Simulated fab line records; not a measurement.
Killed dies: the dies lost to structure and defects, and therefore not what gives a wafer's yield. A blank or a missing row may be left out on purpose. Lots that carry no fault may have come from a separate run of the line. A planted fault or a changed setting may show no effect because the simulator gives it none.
Comparing a struck lot with a sound one    flow sky130    17 steps out of a route of 708
Sound: the wafers L745.1, L745.2, L745.3. The struck wafers were L748.1, L748.3, L748.6. At the end, the cause is stated.
Each step with rows lists, per side, the tool, then ch with its chambers, then its first start. Under that, the readings that differ: sound wafers    struck wafers    difference of the means    sigmas: that difference in standard deviations of wafers without a fault.
alike: readings whose means differ by less than 2 such deviations, and words and numbers that are the same on both sides. not compared: withheld readings, readings that some wafer has no value for, bounds like >300 that may hide the same value, and numbers for which the record gives no deviation and whose values overlap.
A row with sigmas, a row that says differs or no value, or rows on one side alone: a step with any of these is where the two part. Numbers that don't overlap but have no deviation are shown without sigmas and don't part them. Lack of a reading on every wafer of one side parts them only where that side has two or more wafers.

SKY_LDD_HVN_OVL_MEAS_07:
  sound: overlay-01 at day 22 21:47; struck: overlay-01 at day 24 04:56
  alike: LDD_HVN_OVL
then, 1 step without rows for these wafers: SKY_LDD_HVN_IMPLANT_08.
SKY_LDD_HVN_STRIP_09: strips in O2/N2.
  sound on plasmaAsher-02 ch 0,1, day 22 21:58; struck on plasmaAsher-02 ch 0,1, day 24 05:07
  alike: drypumpMotorCurrentA, oesProductAu, stripTimeToEndpointS
  not compared: rfHoursCounterH
SKY_LDD_HVN_TW_MEAS_10:
  sound: filmMetro-03 at day 22 22:04; struck: filmMetro-04 at day 24 05:13
  alike: LDD_HVN_TW
then, 7 steps without rows for these wafers: SKY_LDD_HVP_DEHYDRATE_00 (time 60 s); SKY_LDD_HVP_HMDS_01 (prime time 60 s); SKY_LDD_HVP_COAT_02 (resist thk 300 nm); SKY_LDD_HVP_SOFTBAKE_03 (time 60 s); SKY_LDD_HVP_EXPOSE_04 (exposes mask HVPTM, target cd 700 nm); SKY_LDD_HVP_PEB_05; SKY_LDD_HVP_DEVELOP_06 (develop time 60 s).
SKY_LDD_HVP_OVL_MEAS_07:
  sound: overlay-01 at day 24 03:42; struck: overlay-02 at day 25 10:42
  alike: LDD_HVP_OVL
SKY_LDD_HVP_IMPLANT_08:
  sound on implanter-04 ch 0, day 24 03:44; struck on implanter-04 ch 0, day 25 10:44
reading           sound                            struck                            difference   sigmas
doseIonsCm2       1.7016e+13 1.703e+13 1.7046e+13  2.0407e+13 2.0419e+13 2.0414e+13  +3.3827e+12  +99 or more
faradayCurrentUA  97.6 93.4 94.4                   117.8 113.2 116.9                 +20.8        +12
  alike: endStationPressureTorr, tiltDeg
SKY_LDD_HVP_STRIP_09: strips in O2/N2.
  sound on plasmaAsher-01 ch 0,1, day 24 03:53; struck on plasmaAsher-02 ch 0, day 25 10:53
  alike: drypumpMotorCurrentA, oesProductAu, stripTimeToEndpointS
  not compared: rfHoursCounterH
SKY_LDD_HVP_TW_MEAS_10:
  sound: filmMetro-02 at day 24 03:59; struck: filmMetro-02 at day 25 10:59
reading     sound              struck             difference  sigmas
LDD_HVP_TW  458.4 457.7 456.5  483.5 484.6 483.0  +26.2       +9
then, 1 step without rows for these wafers: SKY_LDD_LDN_DEHYDRATE_00 (time 60 s).
-- a jump in the record: the struck wafers' starts before and after are 23 days apart (it breaks off in module LDD_LDN and resumes in module PAD_OPEN, where the first step shown is number 708 of the route) --
SKY_PAD_OPEN_PROBE_99:
  sound: prober-02 at day 47 11:58; struck: prober-02 at day 48 11:37
reading                       sound           struck          difference  sigmas
model.etest.tip_p_5v.rsOhmSq  2899 2911 2900  2508 2502 2514  -395        
  alike: killed_at_M0_to_M3, killed_at_M4_up, killedAtContacts, killedAtFrontEnd, killedAtOther, killedDies, killedOpen, killedShort

WHERE THEY PART
Earliest at SKY_LDD_HVP_IMPLANT_08; latest, in this record, at SKY_LDD_HVP_TW_MEAS_10. Later steps at which nothing parts them and some readings are alike: SKY_PAD_OPEN_PROBE_99.

WHY: what had been put in by the simulator
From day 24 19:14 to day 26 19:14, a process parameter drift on implanter-04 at SKY_LDD_HVP_IMPLANT_08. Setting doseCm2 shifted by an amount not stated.
